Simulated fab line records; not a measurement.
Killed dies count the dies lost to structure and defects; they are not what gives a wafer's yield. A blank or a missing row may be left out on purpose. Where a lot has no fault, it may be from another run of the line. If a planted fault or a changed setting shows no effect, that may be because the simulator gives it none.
A struck lot beside a sound one / flow sky130 / 44 out of 708 route steps
Sound: these wafers, L454.1, L454.2, L454.5. Struck: wafer L465.1 (left out: L465.2, L465.6 of the same lot, which were not struck); the cause appears at the end.
Each step with rows lists, per side, the tool, then ch with its chambers, then its first start. Under that, the readings that differ: sound wafers / struck wafers / difference of the means / sigmas: that difference in standard deviations of wafers without a fault.
alike: words and numbers the same on both sides, and readings whose means are apart by under 2 such deviations; not compared: readings that were withheld, readings missing a value for some wafer, numbers with overlapping values and no deviation given by the record, and bounds like >300 which may hide the same value.
The two part at a step that has a row with sigmas, a row that says differs or no value, or rows on one side only. When numbers do not overlap yet have no deviation, they are printed without sigmas and do not part them. A reading that every wafer of one side lacks parts them only if that side has two wafers or more.

first, 2 steps without rows for these wafers: SKY_VIA3_CLEAN_18 (cleans in IPA, time 180 s); SKY_VIA3_CLEAN_19 (cleans in O3/DIW).
SKY_VIA3_SPUTTER_20: material TiN, target thk 20 nm, time 80 s.
  sound on pvd sputter-02 at day 40 17:02; struck on pvd sputter-01 at day 43 14:36
  alike: throttle valve pct
then, 1 step without rows for these wafers: SKY_VIA3_CVD_21 (deposits W, target thk 390 nm, time 117.31 s).
SKY_VIA3_RS_MEAS_22: a four-point-probe measurement.
  sound on film metro-04 at day 40 17:14; struck on film metro-03 at day 43 14:47
  alike: VIA3_W_RS
SKY_VIA3_THK_MEAS_23: measures by xrf.
  sound on film metro-04 at day 40 17:21; struck on film metro-03 at day 43 14:54
  alike: VIA3_W_THK
then, 4 steps without rows for these wafers: SKY_VIA3_CMP_24 (polishes, stops on SiO2, t overpolish 20 s, target thk 0 nm); SKY_METAL4_SPUTTER_00 (material Ti, target thk 15 nm, time 10 s); SKY_METAL4_SPUTTER_01 (material TiN, target thk 20 nm, time 16.7 s); SKY_METAL4_SPUTTER_02 (material AlCu, target thk 735 nm, time 39.1 s).
SKY_METAL4_SPUTTER_03: material Ti, target thk 5 nm, time 3.3 s.
  sound on pvd sputter-04 at day 40 17:47; struck on pvd sputter-04 at day 43 15:21
  alike: throttle valve pct
SKY_METAL4_SPUTTER_04: material TiN, target thk 70 nm, time 58.3 s.
  sound on pvd sputter-04 at day 40 17:49; struck on pvd sputter-04 at day 43 15:22
  alike: throttle valve pct
SKY_CAP2M_CVD_00: deposits SiO2, target thk 15.5 nm.
  sound on pecvd-04 ch 0,2, day 40 17:52; struck on pecvd-03 ch 1, day 43 15:25
reading=heater power w (W); sound=628 640 645; struck=865; difference=+227; sigmas=+3
reading=model.SiO2_of_CAP2M_CVD_00.thk nm (nm); sound=15.36 15.45 15.66; struck=11.26; difference=-4.23; sigmas=
SKY_CAP2M_THK_MEAS_01:
  sound on film metro-04 at day 40 17:53; struck on film metro-03 at day 43 15:26
reading=CAP2M_CVD_00_THK (nm); sound=15.37 15.41 15.68; struck=11.24; difference=-4.25; sigmas=-20
then, 1 step without rows for these wafers: SKY_CAP2M_SPUTTER_02 (material TiN, target thk 200 nm, time 166.7 s).
SKY_CAP2M_RS_MEAS_03: a four-point-probe measurement.
  sound on film metro-01 at day 40 18:03; struck on film metro-03 at day 43 15:37
  alike: CAP2M_TIN_RS
SKY_CAP2M_THK_MEAS_04: measures by xrf.
  sound on film metro-01 at day 40 18:10; struck on film metro-03 at day 43 15:44
  alike: CAP2M_TIN_THK
then, 7 steps without rows for these wafers: SKY_CAP2M_DEHYDRATE_05 (time 60 s); SKY_CAP2M_HMDS_06 (prime time 60 s); SKY_CAP2M_COAT_07 (resist thk 1140 nm); SKY_CAP2M_SOFTBAKE_08 (time 60 s); SKY_CAP2M_EXPOSE_09 (exposes mask CAP2M, target cd 1000 nm); SKY_CAP2M_PEB_10; SKY_CAP2M_DEVELOP_11 (develop time 60 s).
SKY_CAP2M_OVL_MEAS_12:
  sound on overlay-01 at day 41 17:47; struck on overlay-02 at day 44 14:46
  alike: CAP2M_OVL
then, 1 step without rows for these wafers: SKY_CAP2M_METAL_ETCH_13 (etches TiN in Cl2/BCl3, stops on SiO2, target depth 220 nm, time 62.9 s).
SKY_CAP2M_STRIP_14: strips in O2/N2.
  sound on plasma asher-04 ch 0,1, day 41 17:54; struck on plasma asher-04 ch 0, day 44 14:53
  alike: drypump motor current A, oes product au, strip time to endpoint s
  not compared: rf hours counter h
then, 11 steps without rows for these wafers: SKY_CAP2M_STRIP_15 (strips in post etch residue remover, time 1200 s); SKY_CAP2M_CLEAN_16 (cleans in IPA, time 180 s); SKY_CAP2M_CLEAN_17 (cleans in O3/DIW); SKY_METAL4_DEHYDRATE_05 (time 60 s); SKY_METAL4_HMDS_06 (prime time 60 s); SKY_METAL4_COAT_07 (resist thk 60 nm); SKY_METAL4_COAT_08 (resist thk 1140 nm); SKY_METAL4_SOFTBAKE_09 (time 90 s); SKY_METAL4_EXPOSE_10 (exposes mask MM4, target cd 300 nm); SKY_METAL4_PEB_11; SKY_METAL4_DEVELOP_12 (develop time 60 s).
SKY_METAL4_CD_MEAS_13 targets a cd of 300 nm.
  sound on cd sem-01 at day 42 17:34; struck on cd sem-02 at day 45 12:47
  alike: cd nm
SKY_METAL4_OVL_MEAS_14:
  sound on overlay-02 at day 42 17:41; struck on overlay-01 at day 45 12:54
  alike: METAL4_OVL
SKY_METAL4_DESCUM_15: chemistry O2, time 8 s.
  sound on rie metal-03 ch 0,1, day 42 17:44; struck on rie metal-01 ch 0, day 45 12:56
  alike: drypump motor current A, oes product au
  not compared: rf hours counter h
then, 1 step without rows for these wafers: SKY_METAL4_ETCH_16 (etches BARC in N2/H2, stops on SiO2, time 88.2 s, target depth 60 nm).
SKY_METAL4_ETCH_17: etches SiO2 in C4F8/O2/Ar, stops on TiN, time 3.9 s, target depth 15 nm.
  sound on rie diel-03 ch 0,1,3, day 42 17:52; struck on rie diel-03 ch 0, day 45 13:04
reading=oes product au (a.u.); sound=0.747 0.750 0.753; struck=0.651; difference=-0.099; sigmas=-16
  not compared: rf hours counter h
-- the record jumps here: 4 days lie between the struck wafers' starts before and after (it left off in module METAL4 and takes up again in module PAD_OPEN, whose first step shown is number 708 of the route) --
SKY_PAD_OPEN_PROBE_99:
  sound on prober-02 at day 46 16:29; struck on prober-01 at day 49 02:04
reading=killed at other; sound=0 0 0; struck=2; difference=+2; sigmas=+3
  alike: defect limited yield, killed_at_M0_to_M3, killed_at_M4_up, killed at contacts, killed at front end, killed dies, killed open, killed short

== WHERE THEY PART ==
Last at SKY_PAD_OPEN_PROBE_99 as far as this record goes, first at SKY_CAP2M_CVD_00.

WHY: what had been put in by the simulator
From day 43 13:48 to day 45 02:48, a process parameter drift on pecvd-03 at SKY_CAP2M_CVD_00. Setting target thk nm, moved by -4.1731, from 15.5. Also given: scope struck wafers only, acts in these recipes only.
